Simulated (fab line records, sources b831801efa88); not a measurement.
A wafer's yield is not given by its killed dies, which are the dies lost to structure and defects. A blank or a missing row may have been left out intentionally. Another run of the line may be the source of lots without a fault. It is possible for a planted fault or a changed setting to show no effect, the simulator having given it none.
Chamber matching / flow sky130 / 4 sister chambers for SKY_SONOS_ONO_ETCH_15 on rie-diel-01
The step etches the open film in CHF3/O2, target depth 19.52 nm, time 7.8 s. 7 wafers are shown with their chamber, then 7 later ones without.

WAFERS, EACH WITH ITS CHAMBER
wafer=L102.2; chamber=2; drypump-motor-current-A (A)=5.4; throttle-valve-pct (%)=8.840
wafer=L105.6; chamber=1; drypump-motor-current-A (A)=5.2; throttle-valve-pct (%)=8.827
wafer=L110.1; chamber=0; drypump-motor-current-A (A)=6.3; throttle-valve-pct (%)=8.825
wafer=L110.2; chamber=3; drypump-motor-current-A (A)=4.9; throttle-valve-pct (%)=8.803
wafer=L110.3; chamber=1; drypump-motor-current-A (A)=5.2; throttle-valve-pct (%)=8.826
wafer=L114.1; chamber=0; drypump-motor-current-A (A)=6.2; throttle-valve-pct (%)=8.807
wafer=L114.2; chamber=2; drypump-motor-current-A (A)=5.5; throttle-valve-pct (%)=8.825

WAFERS WITHOUT THEIR CHAMBER
wafer=L114.6; drypump-motor-current-A (A)=4.8; throttle-valve-pct (%)=8.811
wafer=L115.2; drypump-motor-current-A (A)=5.2; throttle-valve-pct (%)=8.839
wafer=L115.4; drypump-motor-current-A (A)=4.9; throttle-valve-pct (%)=8.818
wafer=L115.5; drypump-motor-current-A (A)=6.2; throttle-valve-pct (%)=8.813
wafer=L116.3; drypump-motor-current-A (A)=5.5; throttle-valve-pct (%)=8.812
wafer=L116.4; drypump-motor-current-A (A)=6.2; throttle-valve-pct (%)=8.810
wafer=L116.5; drypump-motor-current-A (A)=5.2; throttle-valve-pct (%)=8.818

THE CHAMBER EACH PASSED THROUGH
wafer=L114.6; from the rows above=3; in truth=3
wafer=L115.2; from the rows above=1; in truth=1
wafer=L115.4; from the rows above=3; in truth=3
wafer=L115.5; from the rows above=0; in truth=0
wafer=L116.3; from the rows above=2; in truth=2
wafer=L116.4; from the rows above=0; in truth=0
wafer=L116.5; from the rows above=1; in truth=1
Correctly placed: 7 of 7. Can't be placed from these rows: 0. Placed wrongly: 0.
How it was worked out, from the rows above alone: a wafer's distance from a chamber is the root of the sum, over the readings, of the square of ((its reading less the chamber's mean) divided by the reading's scatter). The wafer belongs to the nearest chamber; if the next one is less than 2 further off, it can't be placed. A chamber's mean is the mean of its shown wafers. The scatter is the square root of a quotient: the sum, over the shown wafers, of each reading's squared deviation from its chamber's mean, divided by wafers minus chambers.
